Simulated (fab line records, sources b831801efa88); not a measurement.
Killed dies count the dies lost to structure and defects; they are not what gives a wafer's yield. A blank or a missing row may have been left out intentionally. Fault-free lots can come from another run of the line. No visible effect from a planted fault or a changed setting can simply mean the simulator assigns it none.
Which tool did it? + flow gf180mcu + 13 lots, 39 wafers sampled, at 6 steps of a route of 602

## WHAT THE GAUGES READ, wafer by wafer
GF_DNWELL_TW_MEAS_09.
| lot  | measured    | on            | DNWELL_TW      |
|------|-------------|---------------|----------------|
| L801 | day 2 19:55 | film-metro-01 | 1336 1332 1332 |
| L803 | day 3 05:47 | film-metro-04 | 1370 1378 1375 |
| L804 | day 3 12:17 | film-metro-02 | 1379 1383 1378 |
| L805 | day 3 17:01 | film-metro-04 | 1357 1346 1353 |
| L809 | day 4 17:31 | film-metro-02 | 1383 1382 1380 |
| L810 | day 4 22:43 | film-metro-04 | 1357 1345 1354 |
| L811 | day 5 02:52 | film-metro-01 | 1331 1329 1328 |
| L813 | day 5 10:07 | film-metro-02 | 1364 1369 1361 |
| L817 | day 6 06:44 | film-metro-04 | 1345 1347 1344 |
| L821 | day 7 04:44 | film-metro-02 | 1368 1376 1373 |
| L822 | day 7 11:43 | film-metro-01 | 1328 1335 1333 |
| L823 | day 7 15:26 | film-metro-04 | 1345 1347 1355 |
| L824 | day 7 22:17 | film-metro-01 | 1324 1320 1322 |

GF_MVSD_OVL_MEAS_07.
| lot  | measured     | on         | MVSD_OVL (nm)  |
|------|--------------|------------|----------------|
| L801 | day 4 09:46  | overlay-01 | -2.0 -1.6 -2.2 |
| L803 | day 4 20:11  | overlay-02 | -1.0 -2.8 -1.8 |
| L804 | day 5 04:15  | overlay-02 | -2.4 -1.1 -3.7 |
| L805 | day 5 10:26  | overlay-02 | -2.1 0.0 -1.9  |
| L809 | day 6 13:56  | overlay-01 | -1.5 -1.2 -1.3 |
| L810 | day 6 19:22  | overlay-01 | -2.4 -0.3 -1.7 |
| L811 | day 6 22:11  | overlay-01 | -1.1 -1.1 -1.9 |
| L813 | day 7 07:25  | overlay-02 | -0.1 -1.0 -0.3 |
| L817 | day 8 06:01  | overlay-01 | -0.8 -2.1 -1.6 |
| L821 | day 9 06:13  | overlay-01 | -3.1 -4.2 -1.4 |
| L822 | day 9 13:47  | overlay-02 | -4.3 -3.7 -3.6 |
| L823 | day 9 18:20  | overlay-01 | -2.0 0.6 -0.4  |
| L824 | day 10 02:50 | overlay-01 | -1.8 -1.3 -0.5 |

GF_MVPSD_TW_MEAS_11.
| lot  | measured     | on            | MVPSD_TW    |
|------|--------------|---------------|-------------|
| L801 | day 4 23:51  | film-metro-02 | 566 569 568 |
| L803 | day 5 10:49  | film-metro-01 | 544 544 544 |
| L804 | day 5 18:51  | film-metro-02 | 563 563 560 |
| L805 | day 6 01:16  | film-metro-02 | 565 565 562 |
| L809 | day 7 06:30  | film-metro-02 | 621 618 621 |
| L810 | day 7 11:54  | film-metro-02 | 621 621 619 |
| L811 | day 7 14:40  | film-metro-01 | 601 601 602 |
| L813 | day 8 00:04  | film-metro-03 | 538 540 538 |
| L817 | day 8 23:58  | film-metro-03 | 538 538 542 |
| L821 | day 10 00:36 | film-metro-01 | 543 543 538 |
| L822 | day 10 08:01 | film-metro-02 | 563 563 563 |
| L823 | day 10 13:21 | film-metro-01 | 541 541 540 |
| L824 | day 10 21:14 | film-metro-01 | 542 543 541 |

GF_VT_IMPLANT_RS_MEAS_49: a four-point-probe measurement.
| lot  | measured     | on            | MVPSD_RS (ohm/sq) |
|------|--------------|---------------|-------------------|
| L801 | day 7 12:14  | film-metro-01 | 1174 1177 1177    |
| L803 | day 8 00:01  | film-metro-02 | 1169 1170 1168    |
| L804 | day 8 09:41  | film-metro-01 | 1170 1173 1171    |
| L805 | day 8 17:28  | film-metro-02 | 1166 1168 1171    |
| L809 | day 10 04:02 | film-metro-01 | 1360 1356 1358    |
| L810 | day 10 08:11 | film-metro-03 | 1353 1355 1357    |
| L811 | day 10 12:32 | film-metro-03 | 1356 1356 1356    |
| L813 | day 10 21:48 | film-metro-02 | 1168 1170 1166    |
| L817 | day 12 00:26 | film-metro-01 | 1177 1175 1172    |
| L821 | day 13 04:44 | film-metro-03 | 1167 1173 1170    |
| L822 | day 13 13:08 | film-metro-02 | 1167 1165 1167    |
| L823 | day 13 18:44 | film-metro-01 | 1172 1174 1174    |
| L824 | day 14 02:24 | film-metro-02 | 1167 1168 1169    |

## TOOL THAT RAN EACH LOT (tool first, then ch and the chambers of the sampled wafers, then the start)
| lot  | GF_MVPSD_IMPLANT_08             | GF_VT_IMPLANT_STRIP_09               |
|------|---------------------------------|--------------------------------------|
| L801 | implanter-02 ch 0, day 4 23:27  | plasma-asher-01 ch 0,1, day 5 14:03  |
| L803 | implanter-01 ch 0, day 5 10:27  | plasma-asher-01 ch 0,1, day 6 00:56  |
| L804 | implanter-01 ch 0, day 5 18:27  | plasma-asher-04 ch 0,1, day 6 09:37  |
| L805 | implanter-01 ch 0, day 6 00:53  | plasma-asher-01 ch 0,1, day 6 16:27  |
| L809 | implanter-03 ch 0, day 7 06:07  | plasma-asher-02 ch 0,1, day 7 22:16  |
| L810 | implanter-03 ch 0, day 7 11:31  | plasma-asher-01 ch 0,1, day 8 03:40  |
| L811 | implanter-03 ch 0, day 7 14:17  | plasma-asher-01 ch 0,1, day 8 07:06  |
| L813 | implanter-01 ch 0, day 7 23:41  | plasma-asher-04 ch 0,1, day 8 16:40  |
| L817 | implanter-01 ch 0, day 8 23:19  | plasma-asher-02 ch 0,1, day 9 17:29  |
| L821 | implanter-03 ch 0, day 10 00:13 | plasma-asher-04 ch 0,1, day 10 18:56 |
| L822 | implanter-01 ch 0, day 10 07:38 | plasma-asher-02 ch 0,1, day 11 02:21 |
| L823 | implanter-02 ch 0, day 10 12:58 | plasma-asher-02 ch 1, day 11 06:56   |
| L824 | implanter-02 ch 0, day 10 20:52 | plasma-asher-02 ch 0,1, day 11 15:23 |
- GF_MVPSD_IMPLANT_08
- GF_VT_IMPLANT_STRIP_09: strips in O2/N2.

## AS READ BY THE TOOLS THEMSELVES (means over the sampled wafers that have a number; for cases with no such wafer, the mark the record gives instead)
GF_MVPSD_IMPLANT_08.
| lot  | tool         | tilt-deg (degrees) |
|------|--------------|--------------------|
| L801 | implanter-02 | -0.003             |
| L803 | implanter-01 | 0.010              |
| L804 | implanter-01 | 0.009              |
| L805 | implanter-01 | 0.013              |
| L809 | implanter-03 | 4.561              |
| L810 | implanter-03 | 4.547              |
| L811 | implanter-03 | 4.530              |
| L813 | implanter-01 | 0.011              |
| L817 | implanter-01 | 0.010              |
| L821 | implanter-03 | -0.013             |
| L822 | implanter-01 | -0.013             |
| L823 | implanter-02 | -0.005             |
| L824 | implanter-02 | -0.003             |

GF_VT_IMPLANT_STRIP_09.
| lot  | tool            | drypump-motor-current-A (A) | heater-power-w (W) | oes-product-au (a.u.) | strip-time-to-endpoint-s (s) |
|------|-----------------|-----------------------------|--------------------|-----------------------|------------------------------|
| L801 | plasma-asher-01 | 5.3                         | 360                | 0.715                 | 12.58                        |
| L803 | plasma-asher-01 | 5.3                         | 362                | 0.716                 | 12.58                        |
| L804 | plasma-asher-04 | 5.7                         | 313                | 0.713                 | 12.60                        |
| L805 | plasma-asher-01 | 5.4                         | 337                | 0.713                 | 12.68                        |
| L809 | plasma-asher-02 | 6.2                         | 392                | 0.715                 | 12.61                        |
| L810 | plasma-asher-01 | 5.3                         | 360                | 0.719                 | 12.62                        |
| L811 | plasma-asher-01 | 5.4                         | 332                | 0.716                 | 12.58                        |
| L813 | plasma-asher-04 | 6.0                         | 297                | 0.722                 | 12.59                        |
| L817 | plasma-asher-02 | 6.1                         | 374                | 0.715                 | 12.65                        |
| L821 | plasma-asher-04 | 6.0                         | 298                | 0.719                 | 12.62                        |
| L822 | plasma-asher-02 | 6.2                         | 394                | 0.713                 | 12.65                        |
| L823 | plasma-asher-02 | 6.3                         | 421                | 0.716                 | 12.61                        |
| L824 | plasma-asher-02 | 6.2                         | 397                | 0.717                 | 12.57                        |

## THE ANSWER, worked out from the rows above alone
Rule: usual is defined by the lots themselves. The widest of any qualifying gaps counts: lots, ordered by their means at a reading, are off when they make up no more than a third of the lots, leave a main group of 4 or more, and stand apart from it by 3 or more times the standard deviation of that group's means. The tables above print the reading to a certain number of digits; a main group whose means all agree to those digits is not used. Also off: a lot with no number at a reading for which 4 or more lots have one. All remaining lots with rows at the step are treated as sound. First the gauges in route order, then the tools' own readings, where a lot's mean is used as printed above. At the first step where some lot is off, the reading lying furthest off is the one used; lots without a number count as furthest.
Off: L809, L810, L811, at GF_VT_IMPLANT_RS_MEAS_49 (MVPSD_RS). For the main group the mean is 1170 ohm/sq and the standard deviation 3.1.
A tool fits if, at a process step before that reading, it ran every lot that is off, and no sound lot after the first of them. Not tried: the gauges at GF_VT_IMPLANT_RS_MEAS_49; whatever is off there is also off at GF_MVPSD_IMPLANT_08, on other tools, and gauge error can't account for it. No candidate that was tried fits.

## WHAT THE SIMULATOR HAD INSERTED
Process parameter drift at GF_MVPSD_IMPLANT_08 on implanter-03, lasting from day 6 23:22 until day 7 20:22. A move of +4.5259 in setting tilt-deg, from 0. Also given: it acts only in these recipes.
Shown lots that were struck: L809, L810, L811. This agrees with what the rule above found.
